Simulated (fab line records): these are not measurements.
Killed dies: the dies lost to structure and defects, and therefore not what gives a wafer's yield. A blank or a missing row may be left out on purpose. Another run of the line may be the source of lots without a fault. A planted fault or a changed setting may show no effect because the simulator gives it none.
2 desks, one fault | flow gf180mcu | each desk has only its own numbers; what lay behind them comes last

## DESK OF THE TOOL OWNER: implanter-02
The tool's own readings at GF_DNWELL_IMPLANT_07: means of the sampled wafers that have a number, for each lot that ran on this tool. A lot is out of limits, marked OUT, if its mean lies more than 4 standard deviations from the usual mean; the brackets give that distance.
Columns: A = end station pressure torr at GF_DNWELL_IMPLANT_07, usual 5.01e-06 Torr
lot  | first seen here | A
L644 | day 3 00:33     | 5.08e-06
L650 | day 4 07:18     | 5.18e-06
L654 | day 5 05:57     | 5.01e-06
This desk's verdict: no lot among the 3 shows anything out of limits.

## THE METROLOGY DESK
Lot by lot, what the gauges showed, no matter which tool ran the lot: averages of those sampled wafers that carry a number. A lot is out of limits, marked OUT, if its mean lies more than 4 standard deviations from the usual mean; the brackets give that distance.
Columns: A = DNWELL_TW at GF_DNWELL_TW_MEAS_09, usual 1347; B = MVSD_OVL at GF_MVSD_OVL_MEAS_07, usual 1.5 nm; C = MVPSD_OVL at GF_MVPSD_OVL_MEAS_07, usual 0.9 nm
lot  | first seen here | A               | B    | C
L643 | day 2 17:46     | 1358            | -0.0 | 0.2
L644 | day 3 00:48     | 1368            | 1.3  | 2.6
L650 | day 4 07:33     | 1293 (-4.9) OUT | 1.6  | 0.9
L654 | day 5 06:12     | 1307            | -0.5 | 1.6
L656 | day 5 17:41     | 1328            | 2.7  | -2.3
L657 | day 5 22:46     | 1349            | 0.5  | 0.3
L658 | day 6 04:03     | 1351            | 0.9  | 1.6
L659 | day 6 07:21     | 1341            | 1.4  | 1.2
L660 | day 6 15:55     | 1343            | 1.6  | 0.1
L661 | day 6 19:01     | 1358            | 1.9  | 2.2
L663 | day 7 04:53     | 1341            | 2.0  | 0.7
L664 | day 7 09:18     | 1335            | 1.5  | 1.1
L666 | day 7 23:03     | 1358            | 1.3  | 1.0
Finding of this desk: L650 out of limits, first seen on L650 at day 4 07:33 (DNWELL_TW at GF_DNWELL_TW_MEAS_09). L643, L644, L654, L656, L657, L658, L659, L660, L661, L663, L664, L666 stayed within limits.

## TAKEN TOGETHER
Metrology desk: alarm possible at day 4 07:33 on L650.
Nothing out of limits was seen by the tool owner's desk.
Tool owner's desk: L650 on record, inside its limits.
On implanter-02, each named lot ran GF_DNWELL_IMPLANT_07.

## WHAT HAD BEEN PUT IN BY THE SIMULATOR
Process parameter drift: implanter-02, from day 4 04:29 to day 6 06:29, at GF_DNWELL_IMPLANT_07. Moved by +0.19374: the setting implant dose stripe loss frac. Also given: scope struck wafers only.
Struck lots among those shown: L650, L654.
Hours from the fault's start to each desk's first reading out of limits: the metrology desk, 3.
